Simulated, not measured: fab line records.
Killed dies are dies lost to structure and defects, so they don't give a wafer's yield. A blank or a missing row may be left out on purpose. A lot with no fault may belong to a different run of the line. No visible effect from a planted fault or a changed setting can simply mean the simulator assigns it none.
fab line records	flow sky130
record lots=6	wafers=18	last-day=49
route steps=708 shown VIA4@645 METAL5@661 PAD_OPEN@708
lots with no fault: from the same line, run without faults
start-h: hours from the record's first day to the start of the lot's first wafer shown	wait-h: time in hours since the lot's previous step	" the same as in the row above	L1.1+2: one row covering several wafers at once	- either no value or no given start	* or withheld: withheld	< > ~ a bound
route shown NAME@n: a module of which the file shows steps, and the number in the route of the first	usual: mean/standard deviation of fault-free wafers	same: alike in all rows	chamber/n: place in a boat	sites: the reading at each site	_std_site: standard deviation of those values	_edge_site: outer sites' mean less inner sites'	radius-mm: how far each site lies from the wafer's centre	mask NAME#n: copy n	behind: tool/chamber where the wafer was last shaped	hold: reason for holding the lot/hours on hold/outcome of the hold	device: whichever transistor did not switch (one of n, p or np)	end of line: tests of these same wafers at the route's end	a step without rows: its recipe alone	killed: not the wafer's yield, but the dies lost to structure and defects at the first sort	map: dies across one wafer; x = killed, . = not, _ = none there
set.NAME: the setting the step ran with; set.NAME@STEP: the setting that earlier step ran with	model.NAME: the simulator's own value behind a step, which no gauge read
certain route steps with their lots: each step a table, each wafer a row
services: from which hour (start-h, from the record's first day; less than 0 if before it) a tool's chamber was out of use, for how many hours, and why
## steps
# step SKY_VIA4_COAT_06
# recipe resist=NOVOLAK	spin-rpm=3000	resist-thk-nm=1140
# step SKY_VIA4_SOFTBAKE_07
# recipe temp-c=90	time-s=60	resist=NOVOLAK
# step SKY_VIA4_EXPOSE_08
# recipe mask-id=VIM4	na=0.6	source-shape=conventional	sigma-outer=0.6	polarization=unpolarized	target-cd-nm=800	dose-mj=132
# step SKY_VIA4_PEB_09
# recipe temp-c=withheld	time-s=*	resist=NOVOLAK
# step SKY_VIA4_DEVELOP_10
# recipe resist=NOVOLAK	developer=TMAH	develop-time-s=60	dev-temp-c=23
# step SKY_VIA4_OVL_MEAS_11
# usual VIA4_OVL=0.2/1.4
lot.wafer	tool	chamber	start-h	wait-h	VIA4_OVL[nm]
L828.1	overlay-01	-	1010.71	0.1	-1.8
L828.2	"	-	"	"	-1.0
L828.4	"	-	"	"	-1.5
L839.1	overlay-01	-	1084.92	0.1	-1.7
L839.4	"	-	"	"	0.3
L839.6	"	-	"	"	-0.1
L840.4	overlay-01	-	1093.24	0.1	0.0
L840.5	"	-	"	"	-0.2
L840.6	"	-	"	"	0.2
L843.1	overlay-02	-	1104.77	0.1	-1.0
L843.2	"	-	"	"	-1.5
L843.3	"	-	"	"	-0.7
L844.1	overlay-01	-	1110.37	0.1	-1.1
L844.2	"	-	"	"	-0.9
L844.3	"	-	"	"	-1.2
L846.2	overlay-02	-	1119.78	0.1	0.3
L846.3	"	-	"	"	0.1
L846.4	"	-	"	"	0.6
# step SKY_VIA4_ETCH_12
# recipe target=SiO2	chemistry=C4F8/O2/Ar	stop-on=TiN	mask-material=NOVOLAK	source-w=1500	bias-w=1200	pressure-mtorr=40	c4f8-flow-sccm=withheld	O2_flow_sccm=6	Ar_flow_sccm=300	time-s=withheld	target-depth-a=5800
# usual oes-product-au=0.925/0.0042
lot.wafer	tool	chamber	start-h	wait-h	oes-product-au
L828.1	rie-diel-03	2	1010.75	0.0	0.918
L828.2	"	0	"	"	0.922
L828.4	"	1	"	"	0.923
L839.1	rie-diel-03	1	1084.95	0.0	0.928
L839.4	"	2	"	"	0.916
L839.6	"	0	"	"	0.924
L840.4	rie-diel-03	2	1093.26	0.0	0.920
L840.5	"	3	"	"	0.925
L840.6	"	0	"	"	0.921
L843.1	rie-diel-04	3	1104.80	0.0	0.923
L843.2	"	1	"	"	0.924
L843.3	"	0	"	"	0.931
L844.1	rie-diel-03	2	1110.40	0.0	0.927
L844.2	"	0	"	"	0.923
L844.3	"	1	"	"	0.933
L846.2	rie-diel-03	3	1119.81	0.0	0.920
L846.3	"	0	"	"	0.925
L846.4	"	2	"	"	0.922
# step SKY_VIA4_STRIP_13
# recipe chemistry=O2/N2	power-w=1400	pressure-mtorr=1500	platen-temp-c=withheld	o2-flow-sccm=3000	n2-flow-sccm=300	overash-fraction=0.5
# usual drypump-motor-current-A=5.7/0.35	oes-product-au=0.709/0.0044	strip-time-to-endpoint-s=12.808/0.029
lot.wafer	tool	chamber	start-h	wait-h	drypump-motor-current-A	oes-product-au	rf-hours-counter-h	strip-time-to-endpoint-s
L828.1	plasma-asher-03	1	1010.82	-	5.7	0.707	56	12.811
L828.2	"	0	"	"	6.0	0.713	56	12.779
L828.4	"	1	"	"	5.7	0.703	-	12.806
L839.1	plasma-asher-04	0	1085.03	-	4.8	0.710	33	12.826
L839.4	"	1	"	"	5.8	0.716	-	12.789
L839.6	"	1	"	"	5.9	0.711	-	12.807
L840.4	plasma-asher-01	1	1093.36	-	5.9	0.717	-	12.815
L840.5	"	0	"	"	5.9	0.703	-	12.829
L840.6	"	1	"	"	5.9	0.717	-	12.811
L843.1	plasma-asher-03	1	1104.88	-	5.7	0.707	65	12.855
L843.2	"	0	"	"	6.0	0.710	65	12.835
L843.3	"	1	"	"	5.6	0.711	-	12.836
L844.1	plasma-asher-03	0	1110.48	-	6.0	0.701	66	12.827
L844.2	"	1	"	"	5.6	0.706	66	12.813
L844.3	"	0	"	"	6.0	0.708	-	12.859
L846.2	plasma-asher-04	0	1119.88	-	4.8	0.717	37	12.810
L846.3	"	0	"	"	4.8	0.707	-	12.759
L846.4	"	1	"	"	5.9	0.703	-	12.813
# step SKY_VIA4_STRIP_14
# recipe chemistry=post-etch-residue-remover	time-s=1200	temp-c=72.5
# step SKY_VIA4_CLEAN_15
# recipe chemistry=IPA	time-s=180	temp-c=25
# step SKY_VIA4_CLEAN_16
# recipe chemistry=O3/DIW	dry=n2-spin
# step SKY_VIA4_SPUTTER_17
# recipe material=TiN	target-thk-nm=20	chamber-pressure-pa=5	power-w=4000	time-s=80
# usual throttle-valve-pct=29.9/1
lot.wafer	tool	chamber	start-h	wait-h	throttle-valve-pct
L828.1	pvd-sputter-04	-	1011.41	0.0	29.8
L828.2	"	-	"	"	30.6
L828.4	"	-	"	"	30.0
L839.1	pvd-sputter-04	-	1085.66	0.0	30.1
L839.4	"	-	"	"	32.2
L839.6	"	-	"	"	32.3
L840.4	pvd-sputter-01	-	1093.92	0.0	29.6
L840.5	"	-	"	"	29.7
L840.6	"	-	"	"	30.3
L843.1	pvd-sputter-01	-	1105.47	0.0	29.7
L843.2	"	-	"	"	30.1
L843.3	"	-	"	"	31.7
L844.1	pvd-sputter-03	-	1111.07	0.0	28.3
L844.2	"	-	"	"	29.8
L844.3	"	-	"	"	29.2
L846.2	pvd-sputter-03	-	1120.91	0.0	29.5
L846.3	"	-	"	"	29.7
L846.4	"	-	"	"	28.9
# step SKY_VIA4_CVD_18
# recipe material=W	target-thk-nm=505	time-s=152.14	temp-c=400	pressure-torr=40
# usual chamber-pressure-Torr=40.01/0.075	heater-power-w=821/62	susceptor-temp-C=399.96/0.22
lot.wafer	tool	chamber	start-h	wait-h	chamber-pressure-Torr	heater-power-w	susceptor-temp-C
L828.1	cvd-w-02	0	1011.48	0.0	39.95	835	399.67
L828.2	"	1	"	"	40.05	862	399.54
L828.4	"	1	"	"	40.06	854	399.83
L839.1	cvd-w-02	1	1085.72	0.0	40.10	862	399.54
L839.4	"	1	"	"	40.10	877	399.90
L839.6	"	1	"	"	40.07	837	399.78
L840.4	cvd-w-01	0	1094.03	0.1	40.14	710	400.07
L840.5	"	0	"	"	40.06	721	400.09
L840.6	"	1	"	"	39.94	854	399.99
L843.1	cvd-w-01	0	1105.54	0.0	39.88	704	400.11
L843.2	"	1	"	"	39.86	861	400.06
L843.3	"	0	"	"	39.93	728	399.85
L843.1	cvd-w-01	0	1105.85	0.3	40.17	712	399.99
L843.2	"	1	"	"	39.96	861	399.81
L843.3	"	0	"	"	40.01	723	400.11
L844.1	cvd-w-01	1	1111.14	0.0	39.89	863	400.15
L844.2	"	0	"	"	39.96	704	399.33
L844.3	"	0	"	"	39.92	722	399.81
L846.2	cvd-w-01	1	1120.97	0.0	40.02	858	400.22
L846.3	"	1	"	"	40.01	885	400.17
L846.4	"	0	"	"	40.10	706	399.63
L846.2	cvd-w-01	1	1121.29	0.3	40.10	855	399.89
L846.3	"	1	"	"	39.96	859	399.59
L846.4	"	0	"	"	39.84	721	399.57
# step SKY_VIA4_RS_MEAS_19
# recipe thk-meas-gauge=four-point-probe	reads=W_of_VIA4_CVD_18+TiN_of_VIA4_SPUTTER_17
# usual VIA4_W_RS=0.2257/0.0025
lot.wafer	tool	chamber	start-h	wait-h	VIA4_W_RS[ohm/sq]
L828.1	film-metro-02	-	1011.63	0.1	0.2256
L828.2	"	-	"	"	0.2254
L828.4	"	-	"	"	0.2269
L839.1	film-metro-01	-	1085.87	0.1	0.2275
L839.4	"	-	"	"	0.2247
L839.6	"	-	"	"	0.2232
L840.4	film-metro-01	-	1094.20	0.1	0.2225
L840.5	"	-	"	"	0.2232
L840.6	"	-	"	"	0.2281
L843.1	film-metro-04	-	1106.01	0.1	0.1102
L843.2	"	-	"	"	0.1113
L843.3	"	-	"	"	0.1105
L844.1	film-metro-01	-	1111.29	0.1	0.2245
L844.2	"	-	"	"	0.2231
L844.3	"	-	"	"	0.2224
L846.2	film-metro-01	-	1121.46	0.1	0.1127
L846.3	"	-	"	"	0.1135
L846.4	"	-	"	"	0.1112
# step SKY_VIA4_THK_MEAS_20
# recipe thk-meas-gauge=xrf	reads=W_of_VIA4_CVD_18
# usual VIA4_W_THK=500/6.1
lot.wafer	tool	chamber	start-h	wait-h	VIA4_W_THK[nm]
L828.1	film-metro-02	-	1011.75	0.1	498
L828.2	"	-	"	"	497
L828.4	"	-	"	"	495
L839.1	film-metro-01	-	1085.99	0.1	498
L839.4	"	-	"	"	506
L839.6	"	-	"	"	507
L840.4	film-metro-01	-	1094.29	0.1	510
L840.5	"	-	"	"	508
L840.6	"	-	"	"	499
L843.1	film-metro-04	-	1106.13	0.1	985
L843.2	"	-	"	"	972
L843.3	"	-	"	"	983
L844.1	film-metro-01	-	1111.41	0.1	504
L844.2	"	-	"	"	509
L844.3	"	-	"	"	510
L846.2	film-metro-01	-	1121.57	0.1	998
L846.3	"	-	"	"	-
L846.4	"	-	"	"	-
# step SKY_VIA4_CMP_21
# recipe stop-on=SiO2	t-overpolish-s=25	down-force-psi=3.5	platen-rpm=60	target-thk-nm=0	pad-velocity-m-s=0.94248
# usual motor-current-A=11.6/1.1	overpolish-run-s=25.000/0.0086	time-to-endpoint-s=122/4.2
lot.wafer	tool	chamber	start-h	wait-h	motor-current-A	overpolish-run-s	time-to-endpoint-s
L828.4	cmp-02	0	1011.81	0.0	10.3	25.008	117
L828.1	"	1	"	"	11.8	24.979	119
L828.2	"	2	"	"	12.2	25.013	117
L839.1	cmp-01	1	1086.05	0.1	10.5	24.998	118
L839.4	"	0	"	"	12.3	25.006	125
L839.6	"	2	"	"	13.7	24.984	121
L840.4	cmp-02	1	1094.84	0.5	11.1	25.009	125
L840.6	"	1	"	"	11.2	25.002	122
L840.5	"	2	"	"	13.1	24.983	119
L843.2	cmp-01	1	1106.24	0.1	10.6	24.995	238
L843.1	"	2	"	"	13.1	25.007	250
L843.3	"	3	"	"	10.8	25.003	244
L844.1	cmp-02	2	1111.52	0.1	12.7	25.001	123
L844.3	"	3	"	"	11.3	25.014	127
L844.2	"	0	"	"	10.4	25.008	123
L846.4	cmp-02	0	1121.62	0.0	9.8	25.004	245
L846.3	"	2	"	"	12.2	25.008	246
L846.2	"	3	"	"	11.1	25.000	245
# step SKY_METAL5_SPUTTER_00
# recipe material=Ti	target-thk-nm=15	power-w=3000	time-s=10	chamber-pressure-pa=0.4
# usual throttle-valve-pct=30.0/0.95
lot.wafer	tool	chamber	start-h	wait-h	throttle-valve-pct
L828.1	pvd-sputter-02	-	1012.11	0.2	29.5
L828.2	"	-	"	"	29.2
L828.4	"	-	"	"	31.9
L839.1	pvd-sputter-02	-	1086.35	0.2	29.3
L839.4	"	-	"	"	29.4
L839.6	"	-	"	"	29.8
L840.4	pvd-sputter-03	-	1095.14	0.2	29.6
L840.5	"	-	"	"	29.5
L840.6	"	-	"	"	29.1
L843.1	pvd-sputter-01	-	1106.49	0.1	30.2
L843.2	"	-	"	"	30.1
L843.3	"	-	"	"	29.6
L844.1	pvd-sputter-02	-	1111.77	0.2	32.0
L844.2	"	-	"	"	29.2
L844.3	"	-	"	"	29.4
L846.2	pvd-sputter-02	-	1121.92	0.1	29.2
L846.3	"	-	"	"	29.5
L846.4	"	-	"	"	31.8
# step SKY_PAD_OPEN_PROBE_99
# usual defect-limited-yield=82.6/1.8	killed_at_M0_to_M3=43/6.4	killed_at_M4_up=2.8/1.7	killed-at-contacts=24/5.5	killed-at-front-end=15/4	killed-at-other=0.3/0.54	killed-dies=86/9.1	killed-open=47/6.6	killed-short=39/6.2	sort_bin_3_pad_short=0.9/0.45	sort_bin_5_function=10.4/1.4	sort_bin_6_memory=6.2/1.1	sort-n-pass=406/9.1	sort-yield-pct=82.6/1.8
# same gross-dies=492	killed-at-back-side=0	sort_bin_4_leakage[%]=0	sort_bin_8_speed[%]=0
lot.wafer	tool	chamber	start-h	wait-h	defect-limited-yield[%]	killed_at_M0_to_M3	killed_at_M4_up	killed-at-contacts	killed-at-front-end	killed-at-other	killed-dies	killed-open	killed-short	sort_bin_3_pad_short[%]	sort_bin_5_function[%]	sort_bin_6_memory[%]	sort-n-pass	sort-yield-pct[%]
L839.1	prober-02	-	1148.14	0.1	85.8	29	0	21	20	0	70	38	32	1.2	8.9	4.1	422	85.8
L839.4	prober-02	-	1148.29	0.2	80.5	48	4	28	16	0	96	61	35	0.6	12.0	6.9	396	80.5
L839.6	prober-02	-	1148.39	0.2	79.9	53	3	20	22	1	99	58	41	0.6	13.4	6.1	393	79.9
L840.4	prober-01	-	1155.94	0.2	81.5	51	4	30	6	0	91	58	33	1.2	10.8	6.5	401	81.5
L840.5	prober-01	-	1155.99	0.2	80.7	45	4	32	14	0	95	53	42	0.8	12.2	6.3	397	80.7
L840.6	prober-01	-	1156.04	0.2	80.1	50	4	29	15	0	98	56	42	0.4	11.6	7.9	394	80.1
# killed by level:class
L839.1 VIA1:geometric-particle:open=10 CONTACT:geometric-particle:open=8 POLY_GATE:geometric-particle:short=7 CONTACT:geometric-particle:short=6 FIELD_ISO:geometric-particle:short=4 POLY_GATE:geometric-particle:open=4 METAL2:geometric-particle:short=4 VIA3:geometric-particle:open=4
L839.4 VIA1:geometric-particle:open=19 CONTACT:geometric-particle:open=12 LI_CONTACT:geometric-particle:open=7 METAL1:geometric-particle:short=7 FIELD_ISO:geometric-particle:open=5 VIA3:geometric-particle:open=5 FIELD_ISO:geometric-particle:short=4 CONTACT:geometric-particle:short=4
L839.6 VIA1:geometric-particle:open=15 VIA3:geometric-particle:open=9 CONTACT:geometric-particle:open=8 VIA1:geometric-particle:short=7 FIELD_ISO:geometric-particle:open=6 FIELD_ISO:geometric-particle:short=5 LI_CONTACT:geometric-particle:open=5 METAL2:geometric-particle:short=5
L840.4 VIA1:geometric-particle:open=14 LI_CONTACT:geometric-particle:open=12 CONTACT:geometric-particle:open=9 VIA2:geometric-particle:open=9 VIA3:geometric-particle:open=7 METAL3:geometric-particle:short=6 CONTACT:geometric-particle:short=5 METAL1:geometric-particle:short=5
L840.5 VIA1:geometric-particle:open=11 CONTACT:geometric-particle:open=9 METAL3:geometric-particle:short=9 VIA3:geometric-particle:open=8 LI_CONTACT:geometric-particle:open=7 LOCAL_INTERCONNECT:geometric-particle:short=7 POLY_GATE:geometric-particle:open=5 CONTACT:geometric-particle:short=5
L840.6 LI_CONTACT:geometric-particle:open=11 VIA1:geometric-particle:open=11 CONTACT:geometric-particle:open=10 METAL1:geometric-particle:short=9 VIA2:geometric-particle:open=8 POLY_GATE:geometric-particle:short=7 VIA1:geometric-particle:short=7 METAL2:geometric-particle:short=4
## services
tool	chamber	start-h	hours	kind
plasma-asher-04	-	986.84	3.7	repair
plasma-asher-04	-	988.01	4.1	repair
cvd-w-01	-	990.59	6.9	pm
pvd-sputter-02	-	994.26	3.7	repair
cvd-w-01	-	1002.42	6.1	repair
cmp-02	-	1015.80	0.9	repair
pvd-sputter-04	-	1020.62	3.2	repair
pvd-sputter-03	-	1024.61	1.7	repair
cmp-01	-	1032.61	0.6	repair
cmp-01	-	1056.19	0.4	repair
plasma-asher-03	-	1058.40	7.3	repair
cvd-w-02	0	1058.67	5.3	repair
cvd-w-01	-	1061.01	2.0	repair
cmp-01	-	1061.13	0.9	repair
rie-diel-03	0	1064.07	5.7	repair
cvd-w-02	-	1066.45	4.8	repair
cmp-01	-	1066.51	0.4	repair
plasma-asher-01	-	1073.37	6.3	repair
rie-diel-03	0	1088.85	3.1	repair
cmp-02	-	1090.84	4.0	pm
cmp-01	-	1094.99	4.9	pm
plasma-asher-01	-	1104.59	0.6	repair
rie-diel-03	1	1113.17	2.8	repair
pvd-sputter-01	-	1120.98	1.0	repair
## key
first-sign step=SKY_VIA4_CVD_18	reading=visit	direction=added
effect step=SKY_VIA4_RS_MEAS_19	reading=VIA4_W_RS	direction=down	sigmas=46	usual=0.2257	struck=0.1116
effect step=SKY_VIA4_THK_MEAS_20	reading=VIA4_W_THK	direction=up	sigmas=79	usual=500	struck=984
effect step=SKY_VIA4_CMP_21	reading=time-to-endpoint-s	direction=up	sigmas=29	usual=*	struck=*
met-at SKY_VIA4_CVD_18
struck-wafers L843.1,L843.2,L843.3,L846.2,L846.3,L846.4
fault kind=repeated-step-whole	tool=cvd-w-01,cvd-w-02	chamber=-	onset-h=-	steps=SKY_VIA4_CVD_18	times=1	scope=struck-lots-only
